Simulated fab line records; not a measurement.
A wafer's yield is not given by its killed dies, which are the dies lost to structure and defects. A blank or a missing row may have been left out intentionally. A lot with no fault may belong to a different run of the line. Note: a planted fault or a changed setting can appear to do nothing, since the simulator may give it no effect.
fab line records | flow gf180mcu
record lots=12 | wafers=36 | last-day=34
route steps=602 shown V4@481 MIM@508
lots that met no fault: taken from a fault-free run of the same line
start-h: hours from the record's opening day to when the first of the lot's shown wafers began | wait-h: hours from the lot's prior step to this one | " unchanged from the row above | L1.1+2: one row covering several wafers at once | - no value, or no start was given | * or withheld: withheld | < > ~ a bound
route shown NAME@n: names a module that has steps shown in the file, with the first one's number in the route | usual: mean/standard deviation taken from wafers without a fault | same: alike in all rows | chamber/n: place in a boat | sites: per-site readings | _std_site: standard deviation across them | _edge_site: outer sites' mean less inner sites' | radius-mm: for every site, how far away it sits from the centre of the wafer | mask NAME#n: copy n | behind: the most recent tool/chamber to have shaped the wafer | hold: the reason the lot was held/the length of the hold in hours/how it ended | device: transistor that didn't switch, given as n, p or np | end of line: the tests these same wafers got at the end of their route | for a step that has no rows: nothing shown but its recipe | killed: not the wafer's yield, but the dies lost to structure and defects at the first sort | map: a wafer's dies, x killed, . not, _ none there
set.NAME: the setting that was run; set.NAME@STEP: the one run at that earlier step | model.NAME: the simulator's own value behind a step, which no gauge read
steps of the route over a sample of lots; a table a step, a row a wafer
services: the hour from which a tool's chamber was out of use, counted from the record's first day as start-h (under 0 if before that day), plus the number of hours and why
## steps
# step GF_V4_BOW_MEAS_05
# recipe mode=bow
# usual V4_BOW=131/10
lot.wafer | tool          | chamber | start-h | wait-h | V4_BOW[um]
L465.3    | film-metro-03 | -       | 551.06  | 0.2    | 128
L465.4    | "             | -       | "       | "      | 131
L465.5    | "             | -       | "       | "      | 139
L467.1    | film-metro-01 | -       | 562.62  | 0.2    | 129
L467.3    | "             | -       | "       | "      | 123
L467.6    | "             | -       | "       | "      | 121
L469.1    | film-metro-04 | -       | 599.09  | 0.2    | 147
L469.3    | "             | -       | "       | "      | 155
L469.6    | "             | -       | "       | "      | 156
L471.2    | film-metro-03 | -       | 603.27  | 0.3    | 128
L471.3    | "             | -       | "       | "      | 123
L471.6    | "             | -       | "       | "      | 138
L470.1    | film-metro-01 | -       | 611.75  | 0.2    | 139
L470.3    | "             | -       | "       | "      | 138
L470.6    | "             | -       | "       | "      | 143
L473.4    | film-metro-03 | -       | 617.41  | 0.3    | 155
L473.5    | "             | -       | "       | "      | 136
L473.6    | "             | -       | "       | "      | 141
L477.1    | film-metro-04 | -       | 646.88  | 0.2    | 115
L477.3    | "             | -       | "       | "      | 117
L477.4    | "             | -       | "       | "      | 115
L478.2    | film-metro-04 | -       | 662.82  | 0.3    | 127
L478.4    | "             | -       | "       | "      | 128
L478.6    | "             | -       | "       | "      | 120
L479.3    | film-metro-03 | -       | 665.81  | 0.3    | 126
L479.4    | "             | -       | "       | "      | 124
L479.6    | "             | -       | "       | "      | 127
L480.1    | film-metro-03 | -       | 667.27  | 0.1    | 142
L480.5    | "             | -       | "       | "      | 150
L480.6    | "             | -       | "       | "      | 149
L481.1    | film-metro-03 | -       | 677.81  | 0.1    | 139
L481.3    | "             | -       | "       | "      | 149
L481.4    | "             | -       | "       | "      | 126
L487.3    | film-metro-03 | -       | 714.72  | 0.1    | 137
L487.4    | "             | -       | "       | "      | 135
L487.5    | "             | -       | "       | "      | 131
# step GF_V4_ETCH_17
# recipe chemistry=C4F8/O2/Ar | mask-material=KrF | target=SiO2 | stop-on=TiN | source-w=1500 | bias-w=1200 | pressure-mtorr=40 | c4f8-flow-sccm=withheld | O2_flow_sccm=6 | Ar_flow_sccm=300 | time-s=withheld | target-depth-a=6300
# usual oes-product-au=0.856/0.005
lot.wafer | tool        | chamber | start-h | wait-h | oes-product-au
L465.3    | rie-diel-01 | 3       | -       | -      | 0.861
L465.4    | "           | 1       | "       | "      | 0.850
L465.5    | "           | 3       | "       | "      | 0.858
L467.1    | rie-diel-04 | 2       | -       | -      | 0.853
L467.3    | "           | 1       | "       | "      | 0.856
L467.6    | "           | 2       | "       | "      | 0.854
L469.1    | rie-diel-01 | 1       | -       | -      | 0.853
L469.3    | "           | 0       | "       | "      | 0.855
L469.6    | "           | 2       | "       | "      | 0.861
L471.2    | rie-diel-03 | 1       | -       | -      | 0.864
L471.3    | "           | 3       | "       | "      | 0.868
L471.6    | "           | 3       | "       | "      | 0.852
L470.1    | rie-diel-01 | 2       | -       | -      | 0.853
L470.3    | "           | 1       | "       | "      | 0.860
L470.6    | "           | 0       | "       | "      | 0.857
L473.4    | rie-diel-04 | 0       | -       | -      | 0.853
L473.5    | "           | 3       | "       | "      | 0.861
L473.6    | "           | 2       | "       | "      | 0.852
L477.1    | rie-diel-01 | 2       | -       | -      | 0.850
L477.3    | "           | 0       | "       | "      | 0.855
L477.4    | "           | 1       | "       | "      | 0.849
L478.2    | rie-diel-03 | 2       | -       | -      | 0.853
L478.4    | "           | 3       | "       | "      | 0.860
L478.6    | "           | 0       | "       | "      | 0.852
L479.3    | rie-diel-01 | 2       | -       | -      | 0.859
L479.4    | "           | 1       | "       | "      | 0.856
L479.6    | "           | 2       | "       | "      | 0.862
L480.1    | rie-diel-04 | 2       | -       | -      | 0.851
L480.5    | "           | 0       | "       | "      | 0.858
L480.6    | "           | 1       | "       | "      | 0.859
L481.1    | rie-diel-04 | 3       | -       | -      | 0.849
L481.3    | "           | 1       | "       | "      | 0.854
L481.4    | "           | 0       | "       | "      | 0.856
L487.3    | rie-diel-04 | 1       | -       | -      | 0.848
L487.4    | "           | 3       | "       | "      | 0.857
L487.5    | "           | 3       | "       | "      | 0.860
# step GF_V4_CVD_23
# recipe material=W | target-thk-nm=350 | time-s=104.9 | temp-c=400 | pressure-torr=40
# usual chamber-pressure-Torr=40.00/0.071 | heater-power-w=876/75
lot.wafer | tool     | chamber | start-h | wait-h | chamber-pressure-Torr | heater-power-w
L465.3    | cvd-w-02 | 1       | 574.86  | 0.1    | 39.98                 | 918
L465.4    | "        | 0       | "       | "      | 40.07                 | 857
L465.5    | "        | 1       | "       | "      | 40.16                 | 908
L467.1    | cvd-w-01 | 0       | 597.89  | 0.0    | 40.04                 | 932
L467.3    | "        | 1       | "       | "      | 40.00                 | 748
L467.6    | "        | 1       | "       | "      | 39.91                 | 741
L469.1    | cvd-w-01 | 1       | 616.14  | 0.0    | 40.04                 | 754
L469.3    | "        | 0       | "       | "      | 39.97                 | 937
L469.6    | "        | 1       | "       | "      | 39.98                 | 724
L471.2    | cvd-w-01 | 0       | 624.49  | 0.0    | 39.98                 | 950
L471.3    | "        | 0       | "       | "      | 39.89                 | 954
L471.6    | "        | 1       | "       | "      | 39.86                 | 754
L470.1    | cvd-w-02 | 1       | 633.33  | 0.0    | 40.02                 | 905
L470.3    | "        | 1       | "       | "      | 40.00                 | 919
L470.6    | "        | 1       | "       | "      | 40.03                 | 917
L473.4    | cvd-w-01 | 1       | 638.83  | 0.1    | 40.01                 | 743
L473.5    | "        | 0       | "       | "      | 39.98                 | 941
L473.6    | "        | 1       | "       | "      | 40.04                 | 735
L477.1    | cvd-w-01 | 0       | 667.37  | 0.0    | 40.01                 | 978
L477.3    | "        | 0       | "       | "      | 39.84                 | 950
L477.4    | "        | 1       | "       | "      | 44.21                 | 734
L478.2    | cvd-w-02 | 0       | 682.53  | 0.0    | 39.97                 | 893
L478.4    | "        | 1       | "       | "      | 40.05                 | 917
L478.6    | "        | 1       | "       | "      | 39.92                 | 912
L479.3    | cvd-w-01 | 0       | 686.22  | 0.1    | 39.97                 | 964
L479.4    | "        | 1       | "       | "      | 44.08                 | 741
L479.6    | "        | 0       | "       | "      | 40.01                 | 945
L480.1    | cvd-w-02 | 0       | 687.54  | 0.0    | 39.90                 | 872
L480.5    | "        | 0       | "       | "      | 39.98                 | 862
L480.6    | "        | 1       | "       | "      | 40.00                 | 933
L481.1    | cvd-w-01 | 0       | 696.24  | 0.0    | 39.91                 | 937
L481.3    | "        | 1       | "       | "      | 44.07                 | 759
L481.4    | "        | 0       | "       | "      | 39.99                 | 955
L487.3    | cvd-w-02 | 1       | 733.77  | 0.1    | 40.02                 | 921
L487.4    | "        | 0       | "       | "      | 39.96                 | 868
L487.5    | "        | 0       | "       | "      | 39.94                 | 881
# step GF_V4_RS_MEAS_24
# recipe thk-meas-gauge=four-point-probe | reads=W_of_V4_CVD_23+TiN_of_V4_SPUTTER_22+Ti_of_V4_SPUTTER_21
# usual V4_W_RS=0.327/0.0057
lot.wafer | tool          | chamber | start-h | wait-h | V4_W_RS[ohm/sq]
L465.3    | film-metro-01 | -       | 574.97  | 0.1    | 0.328
L465.4    | "             | -       | "       | "      | 0.320
L465.5    | "             | -       | "       | "      | 0.333
L467.1    | film-metro-04 | -       | 598.01  | 0.1    | 0.334
L467.3    | "             | -       | "       | "      | 0.333
L467.6    | "             | -       | "       | "      | 0.330
L469.1    | film-metro-03 | -       | 616.25  | 0.1    | 0.331
L469.3    | "             | -       | "       | "      | 0.337
L469.6    | "             | -       | "       | "      | 0.332
L471.2    | film-metro-03 | -       | 624.63  | 0.1    | 0.332
L471.3    | "             | -       | "       | "      | 0.334
L471.6    | "             | -       | "       | "      | 0.328
L470.1    | film-metro-03 | -       | 633.44  | 0.1    | 0.329
L470.3    | "             | -       | "       | "      | 0.326
L470.6    | "             | -       | "       | "      | 0.328
L473.4    | film-metro-01 | -       | 638.97  | 0.1    | 0.331
L473.5    | "             | -       | "       | "      | 0.331
L473.6    | "             | -       | "       | "      | 0.327
L477.1    | film-metro-04 | -       | 667.48  | 0.1    | 0.328
L477.3    | "             | -       | "       | "      | 0.331
L477.4    | "             | -       | "       | "      | 0.311
L478.2    | film-metro-01 | -       | 682.66  | 0.1    | 0.319
L478.4    | "             | -       | "       | "      | 0.327
L478.6    | "             | -       | "       | "      | 0.327
L479.3    | film-metro-03 | -       | 686.34  | 0.1    | 0.338
L479.4    | "             | -       | "       | "      | 0.316
L479.6    | "             | -       | "       | "      | 0.338
L480.1    | film-metro-03 | -       | 687.66  | 0.1    | 0.318
L480.5    | "             | -       | "       | "      | 0.314
L480.6    | "             | -       | "       | "      | 0.324
L481.1    | film-metro-01 | -       | 696.36  | 0.1    | 0.330
L481.3    | "             | -       | "       | "      | 0.310
L481.4    | "             | -       | "       | "      | 0.331
L487.3    | film-metro-03 | -       | 733.89  | 0.1    | 0.325
L487.4    | "             | -       | "       | "      | 0.314
L487.5    | "             | -       | "       | "      | 0.316
# step GF_V4_THK_MEAS_25
# recipe thk-meas-gauge=xrf | reads=W_of_V4_CVD_23
# usual V4_W_THK=353/6
lot.wafer | tool          | chamber | start-h | wait-h | V4_W_THK[nm]
L465.3    | film-metro-01 | -       | 575.07  | 0.1    | 350
L465.4    | "             | -       | "       | "      | 356
L465.5    | "             | -       | "       | "      | 343
L467.1    | film-metro-04 | -       | 598.13  | 0.1    | 350
L467.3    | "             | -       | "       | "      | 351
L467.6    | "             | -       | "       | "      | 355
L469.1    | film-metro-03 | -       | 616.37  | 0.1    | 345
L469.3    | "             | -       | "       | "      | 341
L469.6    | "             | -       | "       | "      | 347
L471.2    | film-metro-03 | -       | 624.74  | 0.1    | 344
L471.3    | "             | -       | "       | "      | 345
L471.6    | "             | -       | "       | "      | 351
L470.1    | film-metro-03 | -       | 633.56  | 0.1    | 351
L470.3    | "             | -       | "       | "      | 353
L470.6    | "             | -       | "       | "      | 351
L473.4    | film-metro-01 | -       | 639.06  | 0.1    | 346
L473.5    | "             | -       | "       | "      | 347
L473.6    | "             | -       | "       | "      | 351
L477.1    | film-metro-04 | -       | 667.60  | 0.1    | 355
L477.3    | "             | -       | "       | "      | 351
L477.4    | "             | -       | "       | "      | 374
L478.2    | film-metro-01 | -       | 682.77  | 0.1    | 360
L478.4    | "             | -       | "       | "      | 352
L478.6    | "             | -       | "       | "      | 351
L479.3    | film-metro-03 | -       | 686.44  | 0.1    | 343
L479.4    | "             | -       | "       | "      | 367
L479.6    | "             | -       | "       | "      | 342
L480.1    | film-metro-03 | -       | 687.78  | 0.1    | 363
L480.5    | "             | -       | "       | "      | 368
L480.6    | "             | -       | "       | "      | 361
L481.1    | film-metro-01 | -       | 696.48  | 0.1    | 348
L481.3    | "             | -       | "       | "      | 371
L481.4    | "             | -       | "       | "      | 348
L487.3    | film-metro-03 | -       | 733.99  | 0.1    | 351
L487.4    | "             | -       | "       | "      | 364
L487.5    | "             | -       | "       | "      | 360
# step GF_MIM_CVD_05
# recipe material=Si3N4 | target-thk-nm=42 | temp-max-c=400 | temp-c=385 | time-s=29.086 | rf-w=450
# usual heater-power-w=686/59
lot.wafer | tool     | chamber | start-h | wait-h | heater-power-w
L465.3    | pecvd-04 | 2       | 575.63  | 0.0    | 786
L465.4    | "        | 0       | "       | "      | 733
L465.5    | "        | 2       | "       | "      | 799
L467.1    | pecvd-04 | 0       | 598.71  | 0.0    | 636
L467.3    | "        | 1       | "       | "      | 590
L467.6    | "        | 2       | "       | "      | 765
L469.1    | pecvd-01 | 2       | 616.95  | 0.0    | 647
L469.3    | "        | 0       | "       | "      | 649
L469.6    | "        | 2       | "       | "      | 655
L471.2    | pecvd-01 | 2       | 625.31  | 0.0    | 664
L471.3    | "        | 0       | "       | "      | 728
L471.6    | "        | 2       | "       | "      | 684
L470.1    | pecvd-04 | 0       | 634.14  | 0.0    | 730
L470.3    | "        | 2       | "       | "      | 676
L470.6    | "        | 1       | "       | "      | 675
L473.4    | pecvd-01 | 0       | 639.62  | 0.0    | 673
L473.5    | "        | 1       | "       | "      | 686
L473.6    | "        | 2       | "       | "      | 696
L477.1    | pecvd-03 | 1       | 668.40  | 0.0    | 802
L477.3    | "        | 2       | "       | "      | 679
L477.4    | "        | 2       | "       | "      | 700
L478.2    | pecvd-01 | 1       | 683.34  | 0.0    | 667
L478.4    | "        | 0       | "       | "      | 729
L478.6    | "        | 1       | "       | "      | 669
L479.3    | pecvd-03 | 0       | 687.00  | 0.0    | 714
L479.4    | "        | 1       | "       | "      | 755
L479.6    | "        | 2       | "       | "      | 678
L480.1    | pecvd-04 | 1       | 688.47  | 0.0    | 567
L480.5    | "        | 2       | "       | "      | 777
L480.6    | "        | 1       | "       | "      | 579
L481.1    | pecvd-01 | 2       | 697.09  | 0.0    | 591
L481.3    | "        | 0       | "       | "      | 697
L481.4    | "        | 2       | "       | "      | 596
L487.3    | pecvd-04 | 0       | 734.55  | 0.0    | 672
L487.4    | "        | 2       | "       | "      | 664
L487.5    | "        | 0       | "       | "      | 681
## services
tool        | chamber | start-h | hours | kind
pecvd-04    | 0       | 564.58  | 6.0   | repair
rie-diel-04 | 3       | 570.09  | 11.8  | repair
rie-diel-04 | -       | 575.45  | 0.5   | repair
pecvd-04    | -       | 575.91  | 1.5   | repair
pecvd-04    | -       | 577.35  | 0.5   | repair
cvd-w-02    | 0       | 592.96  | 14.0  | repair
cvd-w-02    | -       | 602.49  | 14.6  | pm
pecvd-01    | 0       | 607.56  | 2.9   | repair
pecvd-01    | -       | 609.09  | 1.8   | repair
pecvd-01    | 1       | 609.26  | 10.2  | repair
rie-diel-03 | -       | 619.12  | 0.9   | repair
pecvd-01    | -       | 620.48  | 2.8   | pm
pecvd-01    | -       | 632.77  | 0.2   | repair
cvd-w-01    | -       | 642.78  | 14.6  | pm
rie-diel-01 | 3       | 647.77  | 42.6  | repair
pecvd-01    | -       | 653.06  | 0.5   | repair
rie-diel-04 | 0       | 658.89  | 6.8   | repair
pecvd-03    | -       | 664.70  | 0.3   | repair
cvd-w-01    | 0       | 669.53  | 15.3  | repair
pecvd-04    | 1       | 674.66  | 6.0   | repair
cvd-w-01    | -       | 682.02  | 0.5   | repair
rie-diel-01 | -       | 688.93  | 1.0   | repair
rie-diel-04 | 2       | 699.91  | 6.6   | repair
rie-diel-04 | -       | 712.90  | 0.3   | repair
## key
first-sign step=GF_V4_CVD_23 | reading=chamber-pressure-Torr | direction=up | sigmas=58 | usual=40.00 | struck=44.12
effect step=GF_V4_RS_MEAS_24 | reading=V4_W_RS | direction=down | sigmas=2.6 | usual=0.327 | struck=0.312
effect step=GF_V4_THK_MEAS_25 | reading=V4_W_THK | direction=up | sigmas=3 | usual=353 | struck=370
met-at GF_V4_CVD_23
struck-lots L477,L479,L481
struck-wafers L477.4,L479.4,L481.3
not-acting-at GF_V4_BOW_MEAS_05,GF_V4_ETCH_17,GF_MIM_CVD_05
onset-between 638.83 667.37
fault kind=process-parameter-drift | tool=cvd-w-01 | chamber=1 | onset-h=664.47 | steps=GF_V4_CVD_23 | channel=pressure-torr | offset=4.1355 | shape=step | end-h=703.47 | acts-in=these-recipes-only | stated=40
